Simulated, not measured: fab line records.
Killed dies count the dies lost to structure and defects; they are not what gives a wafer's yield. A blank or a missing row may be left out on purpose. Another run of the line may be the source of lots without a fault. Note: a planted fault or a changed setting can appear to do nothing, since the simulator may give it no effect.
Struck lot and sound lot, side by side | flow sky130 | 37 out of 708 route steps
Sound: these wafers, L890.1, L890.3, L890.4. Wafers L900.2, L900.3, L900.5 were the ones struck. At the end, the cause is stated.
For every step that has rows: the tool of each side, followed by ch and its chambers, followed by its first start. Under that, the readings that differ: sound wafers | struck wafers | difference of the means | sigmas: that difference in standard deviations of wafers without a fault.
alike: a reading whose means differ by less than 2 such deviations, as well as words and numbers matching on both sides. not compared: withheld readings; readings where some wafer has no value; bounds like >300 that might hide an equal value; numbers whose values overlap and for which the record gives no deviation.
Wherever a step has rows on one side only, a row that says differs or no value, or a row with sigmas, the two part there. When numbers do not overlap yet have no deviation, they are printed without sigmas and do not part them. A reading missing from all wafers of one side parts the sides only when that side holds two or more wafers.

first, 10 steps without rows for these wafers: SKY_LDD_LDN_SOFTBAKE_03 (time 60 s); SKY_LDD_LDN_EXPOSE_04 (exposes mask LDNTM, target cd 700 nm); SKY_LDD_LDN_PEB_05; SKY_LDD_LDN_DEVELOP_06 (develop time 60 s); SKY_LDD_LDN_IMPLANT_08; SKY_LDD_LDN_IMPLANT_09; SKY_LDD_LDN_IMPLANT_10; SKY_LDD_LDN_IMPLANT_11; SKY_LDD_LDN_STRIP_12 (strips in O2/N2); SKY_LDD_LDN_CLEAN_14 (cleans in SC1/SC2, time 150 s).
SKY_SPACER_CVD_00: deposits Si3N4 from DCS/NH3, target thk 43.1 nm, time 740 s.
  sound on lpcvd-02 ch 1, day 26 20:40; struck on lpcvd-02 ch 1, day 29 21:28
  reading                                  | sound             | struck            | difference | sigmas
  spike_tc_lower_C (C)                     | 770.4 768.9 770.4 | 806.6 809.3 809.3 | +38.5      | +40
  zone_power_bottom_pct (%)                | 20.2 20.0 20.5    | 16.0 16.0 16.0    | -4.2       | -6
  zone_power_centre_pct (%)                | 13.5 13.6 13.5    | 8.7 8.5 8.7       | -4.9       | -15
  zone_power_lower_pct (%)                 | 11.76 11.81 11.65 | 21.55 22.05 21.91 | +10.10     | +67
  model.Si3N4_of_SPACER_CVD_00.thk_nm (nm) | 43.36 42.95 43.49 | 51.09 49.22 46.1  | +5.54      |
SKY_SPACER_THK_MEAS_01:
  sound on film_metro-02, day 26 21:52; struck on film_metro-04, day 29 22:40
  reading                | sound          | struck         | difference | sigmas
  SPACER_CVD_00_THK (nm) | 43.3 42.9 43.5 | 51.1 49.2 46.1 | +5.6       | +11
SKY_SPACER_ETCHBACK_02: etches Si3N4 in CH3F/O2, stops on SiO2, time 46.7 s, target depth 45 nm.
  sound on rie_diel-01 ch 0,2,3, day 26 21:56; struck on rie_diel-01 ch 0,2,3, day 29 22:43
  reading                  | sound             | struck            | difference | sigmas
  oes_product_au (a.u.)    | 0.855 0.850 0.854 | 0.949 0.920 0.892 | +0.067     | +9
  model.etch.depth_nm (nm) | 43.36 42.95 43.49 | 51.09 49.22 46.1  | +5.54      |
  alike: bias_w, drypump_motor_current_A, throttle_valve_pct
  not compared: rf_hours_counter_h
then, 22 steps without rows for these wafers: SKY_POLY_CUT_DEHYDRATE_00 (time 60 s); SKY_POLY_CUT_HMDS_01 (prime time 60 s); SKY_POLY_CUT_COAT_02 (resist thk 60 nm); SKY_POLY_CUT_COAT_03 (resist thk 450 nm); SKY_POLY_CUT_SOFTBAKE_04 (time 90 s); SKY_POLY_CUT_EXPOSE_05 (exposes mask NPCM, target cd 270 nm); SKY_POLY_CUT_PEB_06; SKY_POLY_CUT_DEVELOP_07 (develop time 60 s); SKY_POLY_CUT_ETCH_10 (etches BARC in N2/H2, stops on SiO2, time 45.9 s, target depth 60 nm); SKY_POLY_CUT_ETCH_11 (etches Si3N4 in CF4/CH2F2/Ar, stops on poly-Si, time 41.61 s, target depth 60 nm); SKY_POLY_CUT_STRIP_12 (strips in O2/N2); SKY_SD_P_DEHYDRATE_00 (time 60 s); SKY_SD_P_HMDS_01 (prime time 60 s); SKY_SD_P_COAT_02 (resist thk 1140 nm); SKY_SD_P_SOFTBAKE_03 (time 60 s); SKY_SD_P_EXPOSE_04 (exposes mask PSDM, target cd 380 nm); SKY_SD_P_PEB_05; SKY_SD_P_DEVELOP_06 (develop time 60 s); SKY_SD_P_IMPLANT_09; SKY_SD_P_STRIP_10 (strips in O2/N2); SKY_RES_XHIGH_DEHYDRATE_00 (time 60 s); SKY_RES_XHIGH_HMDS_01 (prime time 60 s).
-- the record jumps here: 5 days lie between the struck wafers' starts before and after (it left off in module RES_XHIGH and takes up again in module SALICIDE, whose first step shown is number 361 of the route) --
SKY_SALICIDE_CLEAN_00: cleans in HF-last, time 30 s.
  sound on wet_bench-04 ch 1, day 31 17:16; struck on wet_bench-04 ch 0, day 34 12:47
  reading                                  | sound             | struck            | difference | sigmas
  model.Si3N4_of_SPACER_CVD_00.thk_nm (nm) | 42.38 41.98 42.52 | 50.12 48.25 45.13 | +5.54      |
-- the record jumps here: 16 days lie between the struck wafers' starts before and after (it left off in module SALICIDE and takes up again in module PAD_OPEN, whose first step shown is number 708 of the route) --
SKY_PAD_OPEN_PROBE_99:
  sound on prober-02, day 48 11:31; struck on prober-01, day 50 07:20
  reading                                 | sound             | struck            | difference | sigmas
  model.etest.pfet_01v8.r_on_ohm_um       | 2866 2792 2789    | 3178 3151 3096    | +326       |
  model.etest.nfet_g5v0d10v5.r_on_ohm_um  | 1806 1787 1801    | 1869 1856 1830    | +54        |
  model.etest.sonos_uncharged.r_on_ohm_um | 813.8 816.4 806.3 | 846.3 856 819.6   | +28.5      |
  model.etest.pfet_01v8.drive_ua_um       | 197.6 202.6 202.1 | 174.3 173.7 179.4 | -25.0      |
  model.etest.pfet_01v8_hvt.drive_ua_um   | 147 150.9 150.8   | 126.8 127.3 132.3 | -20.8      |
  model.etest.sram_pfet_latch.drive_ua_um | 150.3 150 146.7   | 125.9 128.1 135   | -19.3      |
  model.etest.pfet_01v8_mvt.drive_ua_um   | 157.5 160.8 160.6 | 143.2 141.8 146.3 | -15.9      |
  model.etest.pfet_01v8_lvt.drive_ua_um   | 174 177.2 177.2   | 167.1 166 169.3   | -8.7       |
  alike: killed_at_M0_to_M3, killed_at_M4_up, killed_at_contacts, killed_at_front_end, killed_at_other, killed_dies, killed_on_rim, killed_open, killed_short

== WHERE THEY PART ==
First at SKY_SPACER_CVD_00; last, within this record, at SKY_SPACER_ETCHBACK_02. Later steps at which nothing parts them and some readings are alike: SKY_PAD_OPEN_PROBE_99.

WHY: whatever the simulator had introduced
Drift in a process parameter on lpcvd-02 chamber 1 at SKY_SPACER_CVD_00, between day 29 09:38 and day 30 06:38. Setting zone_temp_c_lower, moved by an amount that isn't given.
